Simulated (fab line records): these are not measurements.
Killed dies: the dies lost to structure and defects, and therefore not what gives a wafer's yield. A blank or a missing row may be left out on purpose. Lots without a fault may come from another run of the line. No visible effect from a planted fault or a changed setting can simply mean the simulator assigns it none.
Which of the tools did it? || flow gf180mcu || 15 lots with 45 wafers sampled at 3 steps, on a route of 602 steps

WHAT THE GAUGES SHOWED, per wafer
No reading from a measuring or inspecting step in the record can be judged against a usual standard deviation.

WHICH TOOL RAN EACH LOT (tool, then ch and the chambers of the sampled wafers, then the start)
{"lot": "L885", "GF_MIM_SPUTTER_00": "pvd-sputter-02, day 24 23:37", "GF_MIM_SPUTTER_03": "pvd-sputter-02, day 24 23:47", "GF_MIM_CVD_05": "pecvd-01 ch 0,1,2, day 24 23:50"}
{"lot": "L887", "GF_MIM_SPUTTER_00": "pvd-sputter-02, day 25 18:34", "GF_MIM_SPUTTER_03": "pvd-sputter-02, day 25 18:43", "GF_MIM_CVD_05": "pecvd-03 ch 0,2, day 25 18:47"}
{"lot": "L888", "GF_MIM_SPUTTER_00": "pvd-sputter-02, day 26 08:16", "GF_MIM_SPUTTER_03": "pvd-sputter-02, day 26 08:25", "GF_MIM_CVD_05": "pecvd-02 ch 0,1,2, day 26 08:29"}
{"lot": "L889", "GF_MIM_SPUTTER_00": "pvd-sputter-03, day 26 18:12", "GF_MIM_SPUTTER_03": "pvd-sputter-03, day 26 18:22", "GF_MIM_CVD_05": "pecvd-02 ch 0,1,2, day 26 18:25"}
{"lot": "L890", "GF_MIM_SPUTTER_00": "pvd-sputter-04, day 27 06:25", "GF_MIM_SPUTTER_03": "pvd-sputter-04, day 27 06:35", "GF_MIM_CVD_05": "pecvd-02 ch 1,2, day 27 06:38"}
{"lot": "L892", "GF_MIM_SPUTTER_00": "pvd-sputter-03, day 27 08:42", "GF_MIM_SPUTTER_03": "pvd-sputter-03, day 27 08:52", "GF_MIM_CVD_05": "pecvd-01 ch 1,2, day 27 08:55"}
{"lot": "L891", "GF_MIM_SPUTTER_00": "pvd-sputter-03, day 27 13:29", "GF_MIM_SPUTTER_03": "pvd-sputter-03, day 27 13:39", "GF_MIM_CVD_05": "pecvd-01 ch 0,1,2, day 27 13:43"}
{"lot": "L893", "GF_MIM_SPUTTER_00": "pvd-sputter-02, day 27 20:58", "GF_MIM_SPUTTER_03": "pvd-sputter-02, day 27 21:08", "GF_MIM_CVD_05": "pecvd-02 ch 0,1,2, day 27 21:11"}
{"lot": "L899", "GF_MIM_SPUTTER_00": "pvd-sputter-03, day 29 12:28", "GF_MIM_SPUTTER_03": "pvd-sputter-03, day 29 12:37", "GF_MIM_CVD_05": "pecvd-02 ch 0,1,2, day 29 12:41"}
{"lot": "L901", "GF_MIM_SPUTTER_00": "pvd-sputter-03, day 30 02:49", "GF_MIM_SPUTTER_03": "pvd-sputter-03, day 30 02:59", "GF_MIM_CVD_05": "pecvd-02 ch 1,2, day 30 03:02"}
{"lot": "L902", "GF_MIM_SPUTTER_00": "pvd-sputter-04, day 30 08:37", "GF_MIM_SPUTTER_03": "pvd-sputter-04, day 30 08:46", "GF_MIM_CVD_05": "pecvd-01 ch 0,1,2, day 30 08:50"}
{"lot": "L903", "GF_MIM_SPUTTER_00": "pvd-sputter-03, day 30 19:43", "GF_MIM_SPUTTER_03": "pvd-sputter-03, day 30 19:53", "GF_MIM_CVD_05": "pecvd-01 ch 0,1,2, day 30 19:58"}
{"lot": "L905", "GF_MIM_SPUTTER_00": "pvd-sputter-03, day 31 03:28", "GF_MIM_SPUTTER_03": "pvd-sputter-03, day 31 03:37", "GF_MIM_CVD_05": "pecvd-01 ch 0,1,2, day 31 03:41"}
{"lot": "L908", "GF_MIM_SPUTTER_00": "pvd-sputter-04, day 31 19:46", "GF_MIM_SPUTTER_03": "pvd-sputter-04, day 31 19:55", "GF_MIM_CVD_05": "pecvd-01 ch 0,1,2, day 31 19:59"}
{"lot": "L907", "GF_MIM_SPUTTER_00": "pvd-sputter-04, day 31 22:00", "GF_MIM_SPUTTER_03": "pvd-sputter-04, day 31 22:10", "GF_MIM_CVD_05": "pecvd-02 ch 0,2, day 31 22:13"}
- GF_MIM_SPUTTER_00: material Ti, target thk 37.5 nm, time 150 s.
- GF_MIM_SPUTTER_03: material Ti, target thk 10 nm, time 6.7 s.
- GF_MIM_CVD_05: deposits Si3N4, target thk 42 nm, time 29.086 s.

AS READ BY THE TOOLS THEMSELVES (means over the sampled wafers that have a number; for cases with no such wafer, the mark the record gives instead)
GF_MIM_SPUTTER_00. Usual: cathode-dc-power-W 3999.9 W, standard deviation 0.76; chamber-pressure-pa 2.000 Pa, standard deviation 0.0045; throttle-valve-pct 30.2 %, standard deviation 0.97.
{"lot": "L885", "tool": "pvd-sputter-02", "cathode-dc-power-W (W)": 3999.5, "chamber-pressure-pa (Pa)": 1.997, "throttle-valve-pct (%)": 30.4, "flag": ""}
{"lot": "L887", "tool": "pvd-sputter-02", "cathode-dc-power-W (W)": 3999.5, "chamber-pressure-pa (Pa)": 1.998, "throttle-valve-pct (%)": 30.4, "flag": ""}
{"lot": "L888", "tool": "pvd-sputter-02", "cathode-dc-power-W (W)": 3999.1, "chamber-pressure-pa (Pa)": 2.003, "throttle-valve-pct (%)": 30.7, "flag": ""}
{"lot": "L889", "tool": "pvd-sputter-03", "cathode-dc-power-W (W)": 3999.5, "chamber-pressure-pa (Pa)": 1.997, "throttle-valve-pct (%)": 30.4, "flag": ""}
{"lot": "L890", "tool": "pvd-sputter-04", "cathode-dc-power-W (W)": 4000.1, "chamber-pressure-pa (Pa)": 2.006, "throttle-valve-pct (%)": 29.8, "flag": ""}
{"lot": "L892", "tool": "pvd-sputter-03", "cathode-dc-power-W (W)": "-", "chamber-pressure-pa (Pa)": "-", "throttle-valve-pct (%)": "-", "flag": "OFF"}
{"lot": "L891", "tool": "pvd-sputter-03", "cathode-dc-power-W (W)": "-", "chamber-pressure-pa (Pa)": "-", "throttle-valve-pct (%)": "-", "flag": "OFF"}
{"lot": "L893", "tool": "pvd-sputter-02", "cathode-dc-power-W (W)": "-", "chamber-pressure-pa (Pa)": "-", "throttle-valve-pct (%)": "-", "flag": "OFF"}
{"lot": "L899", "tool": "pvd-sputter-03", "cathode-dc-power-W (W)": 4000.6, "chamber-pressure-pa (Pa)": 1.997, "throttle-valve-pct (%)": 30.2, "flag": ""}
{"lot": "L901", "tool": "pvd-sputter-03", "cathode-dc-power-W (W)": 4000.0, "chamber-pressure-pa (Pa)": 2.003, "throttle-valve-pct (%)": 30.3, "flag": ""}
{"lot": "L902", "tool": "pvd-sputter-04", "cathode-dc-power-W (W)": 3999.4, "chamber-pressure-pa (Pa)": 1.995, "throttle-valve-pct (%)": 29.7, "flag": ""}
{"lot": "L903", "tool": "pvd-sputter-03", "cathode-dc-power-W (W)": 4000.2, "chamber-pressure-pa (Pa)": 1.998, "throttle-valve-pct (%)": 30.4, "flag": ""}
{"lot": "L905", "tool": "pvd-sputter-03", "cathode-dc-power-W (W)": 3999.2, "chamber-pressure-pa (Pa)": 1.999, "throttle-valve-pct (%)": 31.1, "flag": ""}
{"lot": "L908", "tool": "pvd-sputter-04", "cathode-dc-power-W (W)": 3999.4, "chamber-pressure-pa (Pa)": 2.003, "throttle-valve-pct (%)": 29.7, "flag": ""}
{"lot": "L907", "tool": "pvd-sputter-04", "cathode-dc-power-W (W)": 4000.7, "chamber-pressure-pa (Pa)": 1.994, "throttle-valve-pct (%)": 29.6, "flag": ""}

GF_MIM_SPUTTER_03. Usual: cathode-dc-power-W 3000.0 W, standard deviation 0.55; chamber-pressure-pa 0.3000 Pa, standard deviation 0.00057; throttle-valve-pct 30.2 %, standard deviation 0.96.
{"lot": "L885", "tool": "pvd-sputter-02", "cathode-dc-power-W (W)": 3000.1, "chamber-pressure-pa (Pa)": 0.2996, "throttle-valve-pct (%)": 30.4, "flag": ""}
{"lot": "L887", "tool": "pvd-sputter-02", "cathode-dc-power-W (W)": 2999.7, "chamber-pressure-pa (Pa)": 0.2997, "throttle-valve-pct (%)": 30.5, "flag": ""}
{"lot": "L888", "tool": "pvd-sputter-02", "cathode-dc-power-W (W)": 3000.5, "chamber-pressure-pa (Pa)": 0.2999, "throttle-valve-pct (%)": 30.9, "flag": ""}
{"lot": "L889", "tool": "pvd-sputter-03", "cathode-dc-power-W (W)": 3000.1, "chamber-pressure-pa (Pa)": 0.3000, "throttle-valve-pct (%)": 30.2, "flag": ""}
{"lot": "L890", "tool": "pvd-sputter-04", "cathode-dc-power-W (W)": 3000.3, "chamber-pressure-pa (Pa)": 0.3006, "throttle-valve-pct (%)": 29.8, "flag": ""}
{"lot": "L892", "tool": "pvd-sputter-03", "cathode-dc-power-W (W)": 3000.6, "chamber-pressure-pa (Pa)": 0.2999, "throttle-valve-pct (%)": 29.7, "flag": ""}
{"lot": "L891", "tool": "pvd-sputter-03", "cathode-dc-power-W (W)": 3000.2, "chamber-pressure-pa (Pa)": 0.2995, "throttle-valve-pct (%)": 29.4, "flag": ""}
{"lot": "L893", "tool": "pvd-sputter-02", "cathode-dc-power-W (W)": 2999.9, "chamber-pressure-pa (Pa)": 0.2992, "throttle-valve-pct (%)": 30.3, "flag": ""}
{"lot": "L899", "tool": "pvd-sputter-03", "cathode-dc-power-W (W)": 3000.0, "chamber-pressure-pa (Pa)": 0.3004, "throttle-valve-pct (%)": 30.3, "flag": ""}
{"lot": "L901", "tool": "pvd-sputter-03", "cathode-dc-power-W (W)": 2999.9, "chamber-pressure-pa (Pa)": 0.2994, "throttle-valve-pct (%)": 30.3, "flag": ""}
{"lot": "L902", "tool": "pvd-sputter-04", "cathode-dc-power-W (W)": 3000.9, "chamber-pressure-pa (Pa)": 0.3005, "throttle-valve-pct (%)": 29.8, "flag": ""}
{"lot": "L903", "tool": "pvd-sputter-03", "cathode-dc-power-W (W)": 2999.8, "chamber-pressure-pa (Pa)": 0.3001, "throttle-valve-pct (%)": 30.6, "flag": ""}
{"lot": "L905", "tool": "pvd-sputter-03", "cathode-dc-power-W (W)": 3000.3, "chamber-pressure-pa (Pa)": 0.3001, "throttle-valve-pct (%)": 31.2, "flag": ""}
{"lot": "L908", "tool": "pvd-sputter-04", "cathode-dc-power-W (W)": 2999.8, "chamber-pressure-pa (Pa)": 0.2999, "throttle-valve-pct (%)": 29.7, "flag": ""}
{"lot": "L907", "tool": "pvd-sputter-04", "cathode-dc-power-W (W)": 3000.0, "chamber-pressure-pa (Pa)": 0.2996, "throttle-valve-pct (%)": 29.6, "flag": ""}

GF_MIM_CVD_05. Usual: heater-power-w 654 W, standard deviation 87.
{"lot": "L885", "tool": "pecvd-01", "heater-power-w (W)": 600, "flag": ""}
{"lot": "L887", "tool": "pecvd-03", "heater-power-w (W)": 543, "flag": ""}
{"lot": "L888", "tool": "pecvd-02", "heater-power-w (W)": 719, "flag": ""}
{"lot": "L889", "tool": "pecvd-02", "heater-power-w (W)": 699, "flag": ""}
{"lot": "L890", "tool": "pecvd-02", "heater-power-w (W)": 735, "flag": ""}
{"lot": "L892", "tool": "pecvd-01", "heater-power-w (W)": 609, "flag": ""}
{"lot": "L891", "tool": "pecvd-01", "heater-power-w (W)": 640, "flag": ""}
{"lot": "L893", "tool": "pecvd-02", "heater-power-w (W)": 722, "flag": ""}
{"lot": "L899", "tool": "pecvd-02", "heater-power-w (W)": 702, "flag": ""}
{"lot": "L901", "tool": "pecvd-02", "heater-power-w (W)": 732, "flag": ""}
{"lot": "L902", "tool": "pecvd-01", "heater-power-w (W)": 632, "flag": ""}
{"lot": "L903", "tool": "pecvd-01", "heater-power-w (W)": 584, "flag": ""}
{"lot": "L905", "tool": "pecvd-01", "heater-power-w (W)": 606, "flag": ""}
{"lot": "L908", "tool": "pecvd-01", "heater-power-w (W)": 617, "flag": ""}
{"lot": "L907", "tool": "pecvd-02", "heater-power-w (W)": 649, "flag": ""}

THE ANSWER, worked out from the rows above alone
Rule: take the mean of a lot's wafers that have a number; if it is more than 3 standard deviations from the usual mean, the lot is off. Also off: a lot with no number at a reading for which 4 or more lots have one. Any other lot the step has rows for is counted as sound. First the gauges in route order, then the tools' own readings, where a lot's mean is used as printed above. The first step at which some lot is off is used, and at that step the reading that is off furthest; a lot without a number counts as furthest.
Off at GF_MIM_SPUTTER_00 (cathode-dc-power-W): L892, L891, L893. Without a number there: L892, L891, L893.
If a tool, at that step or one of the process steps before it, ran each lot that is off and ran no sound lot following the first of them, it fits. None of those tried fits.

WHAT HAD BEEN PUT IN BY THE SIMULATOR
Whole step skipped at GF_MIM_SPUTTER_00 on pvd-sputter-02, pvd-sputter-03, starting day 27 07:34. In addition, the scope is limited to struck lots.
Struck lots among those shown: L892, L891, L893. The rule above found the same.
